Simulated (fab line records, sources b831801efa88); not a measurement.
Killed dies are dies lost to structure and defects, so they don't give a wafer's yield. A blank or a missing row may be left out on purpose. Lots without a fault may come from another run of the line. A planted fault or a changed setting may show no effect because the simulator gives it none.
Problem report in the 8D (eight disciplines) form, filled by code | flow gf180mcu | the parts of the form that need people (team, actions taken, sign-off) are left out

1. THE PROBLEM
V1_CVD_02_THK at GF_V1_THK_MEAS_03 reads a mean of 945 nm on 1 wafer of 1 lot; wafers without a fault read 854 nm with a standard deviation of 11. That is +8.3 standard deviations from the usual mean.
First seen on wafer L389.1, day 23 07:54, on film_metro-03. The record holds 33 wafers of 11 lots with a number at this step. Rule for "out", or "out of limits": more than 4 standard deviations from the usual mean. The other wafers with a number count as sound.

2. WHAT IT IS AND WHAT IT IS NOT
question                    | is                | is not
which readings at this step | V1_CVD_02_THK     | -
which lots                  | L389              | L373, L375, L376, L377, L381, L385, L386, L387, L394, L395
which wafers of those lots  | L389.1            | L389.2, L389.6
read on which gauges        | film_metro-03     | film_metro-02, film_metro-04
when                        | from day 23 07:54 | up to then (26 sound wafers); but 6 sound wafers of L394, L395 came after

3. SUSPECTS, AND WHAT RULES EACH OUT
Counting: a tool at a process step up to the reading stays a suspect if it ran every lot that is out. Sound lots after the first of them don't rule it out here, since some wafers of a struck lot are sound.
- the gauge at GF_V1_THK_MEAS_03: ruled out. All the wafers that are out were read on film_metro-03, but those of them that GF_V1_CVD_02 has rows for are out there too, on other tools.
- pvd_sputter-03 at GF_CONTACT_SPUTTER_23 (material TiN, target thk 10 nm, time 40 s): kept. It ran the lot that is out, L389 (day 22 02:26); its last sound lot up to then is L381 (day 19 04:04).
- pecvd-03 at GF_V1_CVD_02 (deposits SiO2 from TEOS, target thk 850 nm, time 94.851 s): kept. It ran the lot that is out, L389 (day 23 07:50); its last sound lot up to then is L386 (day 22 01:43). Its own readings are out on those wafers: run_length_s.
- Within pecvd-03 at GF_V1_CVD_02: the wafers that are out ran in chamber 2; their sound lot-mates ran in chambers 0, 1.
Left after counting: pvd_sputter-03 at GF_CONTACT_SPUTTER_23, pecvd-03 at GF_V1_CVD_02.

4. THE CAUSE (what the simulator had put in)
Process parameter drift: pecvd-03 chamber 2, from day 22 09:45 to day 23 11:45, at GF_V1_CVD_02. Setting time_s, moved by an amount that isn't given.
Counting left 2 suspects, and this tool is among them.

5. THE CHAIN OF EFFECTS, in route order
Each row: a reading whose mean over the struck wafers that have a number lies more than 3 standard deviations from the usual. Only readings for which the record gives a usual standard deviation are gone through. hours: the time from each lot's start at the first step in this table that gives one to its start at this step, as a median over the lots. sigmas: the change in usual standard deviations.
hours | step              | reading            | usual   | on struck wafers | change | sigmas
0     | GF_V1_CVD_02      | run_length_s       | 122.6 s | 132.9            | +10.3  | +29
0     | GF_V1_THK_MEAS_03 | V1_CVD_02_THK      | 854 nm  | 945              | +91    | +8.3
3     | GF_V1_CMP_04      | time_to_endpoint_s | 82 s    | 117              | +35    | +6.6
The process steps in it:
- GF_V1_CVD_02: deposits SiO2 from TEOS, target thk 850 nm, time 94.851 s.
- GF_V1_CMP_04: polishes SiO2.
Later measuring or inspecting steps at which every struck wafer that the step has a row for has a number for every such reading, and none has moved that far: GF_V1_CD_MEAS_14.

6. WHAT WOULD HAVE CAUGHT IT SOONER
In this record the first reading out of limits at a measuring or inspecting step was taken at day 23 07:54, 22 hours after the fault began at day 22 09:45.
The tool's own readings at GF_V1_CVD_02 were out on every struck wafer that the step has a row for (run_length_s): an alarm limit on them would have fired on the first of those.
All the lots that are out (1) had begun GF_V1_CVD_02 on pecvd-03 by day 23 07:54. A hold on the tool at that time would have spared none of them.
